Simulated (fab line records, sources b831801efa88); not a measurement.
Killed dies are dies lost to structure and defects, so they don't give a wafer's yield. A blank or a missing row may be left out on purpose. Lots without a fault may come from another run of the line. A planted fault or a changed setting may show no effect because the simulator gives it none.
Tool commonality check | flow sky130 | 11 lots, 33 wafers sampled

WHY IT WAS OPENED
At SKY_SD_N_RS_MEAS_16 the reading SD_N_RS is flagged on 2 of 11 lots. Wafers without a fault read 68.50 ohm/sq, standard deviation 0.11.
Rule: a lot is flagged when every wafer of it that has a number lies more than 4 standard deviations from that mean, or none has a number. The other lots count as sound.

lot  | measured     | on            | SD_N_RS (ohm/sq), wafer by wafer | flag
L188 | day 29 16:56 | film_metro-02 | 68.43 68.40 68.20                |
L189 | day 30 16:34 | film_metro-04 | 68.39 68.40 68.50                |
L192 | day 31 04:08 | film_metro-02 | 68.77 68.64 68.59                |
L194 | day 31 16:15 | film_metro-02 | 68.63 68.62 68.59                |
L195 | day 32 01:14 | film_metro-02 | 68.41 68.55 68.33                |
L197 | day 32 12:15 | film_metro-04 | 68.39 68.53 68.48                |
L200 | day 33 14:50 | film_metro-02 | 68.55 68.42 68.43                |
L202 | day 34 01:41 | film_metro-04 | 69.25 69.12 69.00                | FLAGGED
L203 | day 34 06:29 | film_metro-04 | 69.19 69.00 69.18                | FLAGGED
L204 | day 34 11:33 | film_metro-04 | 68.47 68.59 68.55                |
L205 | day 35 03:06 | film_metro-02 | 68.48 68.53 68.61                |
The numbers of the flagged lots are 69.12 ohm/sq on average: +0.62 ohm/sq against the usual, or +6 standard deviations.

WHICH TOOL RAN EACH LOT
The record holds 3 process steps before the reading, out of a route of 708 steps. In each cell: the tool, then ch and the chambers that the sampled wafers went through, then the start.
lot  | flag    | SKY_SD_N_IMPLANT_09             | SKY_SD_N_STRIP_11                    | SKY_SD_N_RTA_14
L188 |         | implanter-01 ch 0, day 29 16:14 | plasma_asher-02 ch 0,1, day 29 16:32 | rtp_anneal-01 ch 0, day 29 16:46
L189 |         | implanter-01 ch 0, day 30 15:53 | plasma_asher-01 ch 0,1, day 30 16:10 | rtp_anneal-02 ch 0, day 30 16:22
L192 |         | implanter-02 ch 0, day 31 03:28 | plasma_asher-01 ch 0,1, day 31 03:44 | rtp_anneal-01 ch 0, day 31 03:58
L194 |         | implanter-02 ch 0, day 31 15:34 | plasma_asher-01 ch 0,1, day 31 15:52 | rtp_anneal-01 ch 0, day 31 16:05
L195 |         | implanter-02 ch 0, day 32 00:34 | plasma_asher-02 ch 0,1, day 32 00:50 | rtp_anneal-02 ch 0, day 32 01:04
L197 |         | implanter-03 ch 0, day 32 11:34 | plasma_asher-01 ch 0,1, day 32 11:52 | rtp_anneal-01 ch 0, day 32 12:04
L200 |         | implanter-01 ch 0, day 33 14:10 | plasma_asher-03 ch 0,1, day 33 14:28 | rtp_anneal-02 ch 0, day 33 14:40
L202 | FLAGGED | implanter-02 ch 0, day 34 00:59 | plasma_asher-02 ch 0,1, day 34 01:17 | rtp_anneal-02 ch 0, day 34 01:31
L203 | FLAGGED | implanter-02 ch 0, day 34 05:47 | plasma_asher-03 ch 0, day 34 06:05   | rtp_anneal-01 ch 0, day 34 06:19
L204 |         | implanter-01 ch 0, day 34 10:52 | plasma_asher-03 ch 0,1, day 34 11:10 | rtp_anneal-02 ch 0, day 34 11:22
L205 |         | implanter-03 ch 0, day 35 02:25 | plasma_asher-03 ch 0,1, day 35 02:43 | rtp_anneal-01 ch 0, day 35 02:56
What these steps do:
- SKY_SD_N_IMPLANT_09
- SKY_SD_N_STRIP_11: strips in O2/N2.
- SKY_SD_N_RTA_14: time 2 s.
- SKY_SD_N_RS_MEAS_16: measures by four-point-probe.

FLAGGED OVER TOTAL, TOOL BY TOOL (the gauges that took the reading come last)
step                | tool            | lots run | flagged | share of the flagged lots | sound lots run after its first flagged lot
SKY_SD_N_IMPLANT_09 | implanter-01    | 4        | 0       | none                      | -
SKY_SD_N_IMPLANT_09 | implanter-02    | 5        | 2       | all                       | 0
SKY_SD_N_IMPLANT_09 | implanter-03    | 2        | 0       | none                      | -
SKY_SD_N_STRIP_11   | plasma_asher-01 | 4        | 0       | none                      | -
SKY_SD_N_STRIP_11   | plasma_asher-02 | 3        | 1       | some                      | 0
SKY_SD_N_STRIP_11   | plasma_asher-03 | 4        | 1       | some                      | 2 (L204,L205)
SKY_SD_N_RTA_14     | rtp_anneal-01   | 6        | 1       | some                      | 1 (L205)
SKY_SD_N_RTA_14     | rtp_anneal-02   | 5        | 1       | some                      | 1 (L204)
SKY_SD_N_RS_MEAS_16 | film_metro-02   | 6        | 0       | none                      | -
SKY_SD_N_RS_MEAS_16 | film_metro-04   | 5        | 2       | all                       | 1 (L204)

WHAT THE TABLE ALLOWS
2 rows of the table ran every flagged lot: implanter-02 at SKY_SD_N_IMPLANT_09, film_metro-04 at SKY_SD_N_RS_MEAS_16.
- implanter-02 at SKY_SD_N_IMPLANT_09: 2 of its 5 lots flagged. Its last sound lot is L195 (day 32 00:34), its first flagged lot L202 (day 34 00:59): a fault that began between those two fits. Its own readings lie more than 4 standard deviations out on every wafer of the flagged lots: dose_ions_cm2.
- film_metro-04 at SKY_SD_N_RS_MEAS_16: 2 of its 5 lots flagged. Sound lots ran on it after the first flagged one (L204), which a lasting fault on the whole tool wouldn't allow.
One tool is left: implanter-02 at SKY_SD_N_IMPLANT_09.

WHAT THE SIMULATOR HAD PUT IN
Process parameter drift: implanter-02, from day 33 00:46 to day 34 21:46, at SKY_SD_N_IMPLANT_09. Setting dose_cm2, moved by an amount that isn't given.
Lots struck among those shown: L202, L203. The rule above found the same.
